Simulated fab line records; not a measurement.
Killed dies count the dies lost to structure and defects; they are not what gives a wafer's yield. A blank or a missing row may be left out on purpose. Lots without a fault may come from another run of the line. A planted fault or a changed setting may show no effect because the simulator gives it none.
The tool behind it: which one? / flow sky130 / 18 wafers sampled from 6 lots at 1 step of a route of 708

== WHAT THE GAUGES READ, wafer by wafer ==
SKY_VT_ADJUST_HVTP_TW_MEAS_11.
lot=L711; measured=day 6 23:19; on=film metro-01; VT_ADJUST_HVTP_TW=1374 1371 1370
lot=L714; measured=day 7 17:10; on=film metro-02; VT_ADJUST_HVTP_TW=1359 1361 1360
lot=L717; measured=day 8 12:54; on=film metro-03; VT_ADJUST_HVTP_TW=1331 1323 1333
lot=L722; measured=day 9 19:20; on=film metro-01; VT_ADJUST_HVTP_TW=1386 1383 1384
lot=L728; measured=day 11 11:39; on=film metro-02; VT_ADJUST_HVTP_TW=1362 1351 1356
lot=L730; measured=day 12 01:40; on=film metro-03; VT_ADJUST_HVTP_TW=1340 1335 1330

== WHAT TOOL EACH LOT RAN ON (gives the tool, then ch and the chambers of the sampled wafers, and finally the start) ==
The record holds no process step before these readings.

== THE ANSWER, worked out from the rows above alone ==
Rule: the lots themselves supply what counts as usual. The widest of any qualifying gaps counts: lots, ordered by their means at a reading, are off when they make up no more than a third of the lots, leave a main group of 4 or more, and stand apart from it by 3 or more times the standard deviation of that group's means. Not used: any main group whose means are identical at the precision the tables above print for the reading. A lot without any number at a reading at which 4 lots or more have one is off too. All remaining lots with rows at the step are treated as sound.
None of the lots is off at any reading shown; this tells nothing.

== WHAT WAS PUT IN BY THE SIMULATOR ==
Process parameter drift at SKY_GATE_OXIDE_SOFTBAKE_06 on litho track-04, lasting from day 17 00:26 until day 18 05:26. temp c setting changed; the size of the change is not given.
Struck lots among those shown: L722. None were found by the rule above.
